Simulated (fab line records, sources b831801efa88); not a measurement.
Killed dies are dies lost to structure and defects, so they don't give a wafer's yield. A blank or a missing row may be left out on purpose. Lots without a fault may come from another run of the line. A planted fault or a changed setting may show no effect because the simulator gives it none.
One fault seen from 2 desks | flow gf180mcu | each desk has only its own numbers; what lay behind them comes last

THE TOOL OWNER'S DESK: implanter-02
The tool's own readings at GF_PSD_IMPLANT_09: means of the sampled wafers that have a number, for each lot that ran on this tool. A lot is out of limits, marked OUT, if its mean lies more than 4 standard deviations from the usual mean; the brackets give that distance.
Columns: A = beam_energy_keV at GF_PSD_IMPLANT_09, usual 40.001
lot  | first seen here | A
L999 | day 14 14:07    | 39.987
L101 | day 15 05:45    | 40.008
L108 | day 17 19:58    | 40.012
L111 | day 18 23:52    | 34.605 (-99 or more) OUT
L112 | day 19 03:26    | 34.605 (-99 or more) OUT
This desk's finding: out of limits on L111, L112; first on L111, day 18 23:52 (beam_energy_keV at GF_PSD_IMPLANT_09). In limits: L999, L101, L108.

THE METROLOGY DESK
What the gauges read, lot by lot, whatever tool the lot ran on: means of the sampled wafers that have a number. A lot is out of limits, marked OUT, if its mean lies more than 4 standard deviations from the usual mean; the brackets give that distance.
Columns: A = STI_CVD_23_THK at GF_STI_THK_MEAS_24, usual 653 nm; B = LVPWELL_OVL at GF_LVPWELL_OVL_MEAS_07, usual 0.7 nm; C = PSD_TW at GF_PSD_TW_MEAS_11, usual 3180; D = PSD_RS at GF_PSD_RS_MEAS_15, usual 108.59 ohm/sq
lot  | first seen here | A   | B    | C               | D
L999 | day 2 09:15     | 659 | 2.1  | 3169            | 108.37
L101 | day 2 18:47     | 661 | 0.5  | 3182            | 109.03
L103 | day 3 06:01     | 648 | 1.0  | 3185            | 108.46
L108 | day 4 06:49     | 660 | -0.4 | 3212            | 108.59
L111 | day 4 22:30     | 654 | -0.3 | 3076 (-5.8) OUT | 116.18 (+27) OUT
L112 | day 5 04:25     | 656 | 0.9  | 3079 (-5.6) OUT | 116.18 (+27) OUT
L113 | day 5 08:53     | 653 | 1.3  | 3167            | 108.53
L114 | day 5 14:36     | 647 | 0.7  | 3156            | 108.86
L119 | day 6 15:38     | 640 | 1.0  | 3185            | 108.92
L120 | day 6 20:37     | 639 | 0.8  | 3182            | 108.52
This desk's finding: out of limits on L111, L112; first on L111, day 19 00:05 (PSD_TW at GF_PSD_TW_MEAS_11). In limits: L999, L101, L103, L108, L113, L114, L119, L120.

PUT TOGETHER
The tool owner's desk could have raised an alarm at day 18 23:52, on L111, L112.
The metrology desk could have raised an alarm at day 19 00:05, on L111, L112.
Of the lots named, all ran GF_PSD_IMPLANT_09 on implanter-02.

WHAT THE SIMULATOR HAD PUT IN
Process parameter drift: implanter-02, from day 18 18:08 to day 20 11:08, at GF_PSD_IMPLANT_09. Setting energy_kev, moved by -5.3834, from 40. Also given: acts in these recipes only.
Lots struck among those shown: L111, L112.
Hours from the fault's start to each desk's first reading out of limits: the tool owner's desk, 6; the metrology desk, 6.
